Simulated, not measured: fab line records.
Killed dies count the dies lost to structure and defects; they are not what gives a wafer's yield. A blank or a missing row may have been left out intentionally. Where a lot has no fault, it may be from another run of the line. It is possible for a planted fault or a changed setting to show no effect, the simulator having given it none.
The tool behind it: which one? | flow sky130 | 6 lots (18 wafers sampled), 1 step of a 708-step route

WHAT EACH GAUGE READ, for each wafer
SKY_LDD_HVP_TW_MEAS_10.
lot  | measured     | on            | LDD_HVP_TW
L603 | day 22 00:54 | film-metro-04 | 453 451 455
L605 | day 22 18:20 | film-metro-03 | 468 466 462
L611 | day 25 07:26 | film-metro-03 | 467 469 469
L615 | day 26 04:56 | film-metro-04 | 454 454 456
L618 | day 27 12:25 | film-metro-03 | 470 471 468
L620 | day 28 07:19 | film-metro-04 | 452 451 451

WHAT TOOL EACH LOT RAN ON (gives the tool, then ch and the chambers of the sampled wafers, and finally the start)
The record holds no process step before these readings.

THE ANSWER, worked out from the rows above alone
Rule: what is usual is taken from the lots themselves. The widest of any qualifying gaps counts: lots, ordered by their means at a reading, are off when they make up no more than a third of the lots, leave a main group of 4 or more, and stand apart from it by 3 or more times the standard deviation of that group's means. The tables above print the reading to a certain number of digits; a main group whose means all agree to those digits is not used. A lot without any number at a reading at which 4 lots or more have one is off too. Any other lot the step has rows for is counted as sound.
None of the lots is off at any reading shown; this tells nothing.

WHAT HAD BEEN PUT IN BY THE SIMULATOR
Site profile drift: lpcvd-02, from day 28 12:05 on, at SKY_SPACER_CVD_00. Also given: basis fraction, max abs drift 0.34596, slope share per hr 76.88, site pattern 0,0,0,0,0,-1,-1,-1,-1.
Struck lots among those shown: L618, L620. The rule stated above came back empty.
